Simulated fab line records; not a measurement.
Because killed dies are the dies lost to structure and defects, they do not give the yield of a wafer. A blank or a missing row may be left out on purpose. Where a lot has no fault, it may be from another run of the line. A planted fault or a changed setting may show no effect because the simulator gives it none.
Struck lot and sound lot, side by side + flow sky130 + 15 out of 708 route steps
Sound: wafers L542.2, L542.5, L542.6. Struck: wafers L557.3, L557.4, L557.6. The cause is named last.
Each step with rows lists, per side, the tool, then ch with its chambers, then its first start. Under that, the readings that differ: sound wafers + struck wafers + difference of the means + sigmas: that difference in standard deviations of wafers without a fault.
alike: same words and numbers on both sides, and readings whose means sit less than 2 such deviations apart. not compared: any withheld reading, any reading some wafer has no value for, any bound like >300 that may hide the same value, and any number with overlapping values for which the record gives no deviation.
A row with sigmas, a row that says differs or no value, or rows on one side alone: a step with any of these is where the two part. When numbers do not overlap yet have no deviation, they are printed without sigmas and do not part them. Lack of a reading on every wafer of one side parts them only where that side has two or more wafers.

SKY_LDD_HVP_TW_MEAS_10:
  struck on film_metro-01, day 27 13:37; sound on film_metro-02, day 22 19:22
  alike: LDD_HVP_TW
then, 7 steps without rows for these wafers: SKY_LDD_LDN_DEHYDRATE_00 (time 60 s); SKY_LDD_LDN_HMDS_01 (prime time 60 s); SKY_LDD_LDN_COAT_02 (resist thk 1140 nm); SKY_LDD_LDN_SOFTBAKE_03 (time 60 s); SKY_LDD_LDN_EXPOSE_04 (exposes mask LDNTM, target cd 700 nm); SKY_LDD_LDN_PEB_05; SKY_LDD_LDN_DEVELOP_06 (develop time 60 s).
SKY_LDD_LDN_OVL_MEAS_07:
  struck on overlay-02, day 28 17:31; sound on overlay-02, day 24 01:17
  alike: LDD_LDN_OVL
then, 3 steps without rows for these wafers: SKY_LDD_LDN_IMPLANT_08; SKY_LDD_LDN_IMPLANT_09; SKY_LDD_LDN_IMPLANT_10.
SKY_LDD_LDN_IMPLANT_11:
  sound on implanter-03 ch 0, day 24 01:47; struck on implanter-01 ch 0, day 28 18:03
| reading                   | sound                | struck               | difference | sigmas      |
|---------------------------|----------------------|----------------------|------------|-------------|
| beam_energy_keV           | 15.000 15.004 15.000 | 19.284 19.287 19.275 | +4.281     | +99 or more |
| model.implant.rp_nm (nm)  | 12.64 12.64 12.64    | 15.42 15.42 15.42    | +2.78      |             |
| model.implant.drp_nm (nm) | 5.933 5.933 5.933    | 7.031 7.031 7.031    | +1.098     |             |
  alike: beam_on_s, dose_ions_cm2
SKY_LDD_LDN_STRIP_12: strips in O2/N2.
  sound on plasma_asher-02 ch 0,1, day 24 01:55; struck on plasma_asher-03 ch 0,1, day 28 18:11
  alike: drypump_motor_current_A, oes_product_au, strip_time_to_endpoint_s
  not compared: rf_hours_counter_h
-- here the record skips 21 days between the struck wafers' starts before and after, leaving off in module LDD_LDN and picking up in module PAD_OPEN (first step shown: number 708 of the route) --
SKY_PAD_OPEN_PROBE_99:
  struck on prober-02, day 49 19:41; sound on prober-01, day 46 16:04
| reading                         | sound          | struck         | difference | sigmas |
|---------------------------------|----------------|----------------|------------|--------|
| model.etest.tip_sonos.rs_ohm_sq | 2756 2684 2747 | 2499 2460 2499 | -243       |        |
  alike: killed_at_M0_to_M3, killed_at_M4_up, killed_at_contacts, killed_at_front_end, killed_at_other, killed_dies, killed_open, killed_short

## WHERE THEY PART
Only at SKY_LDD_LDN_IMPLANT_11, within this record. Later steps at which nothing parts them and some readings are alike: SKY_LDD_LDN_STRIP_12, SKY_PAD_OPEN_PROBE_99.

WHY: what the simulator had put in
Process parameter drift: implanter-01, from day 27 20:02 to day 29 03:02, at SKY_LDD_LDN_IMPLANT_11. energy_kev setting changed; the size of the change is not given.
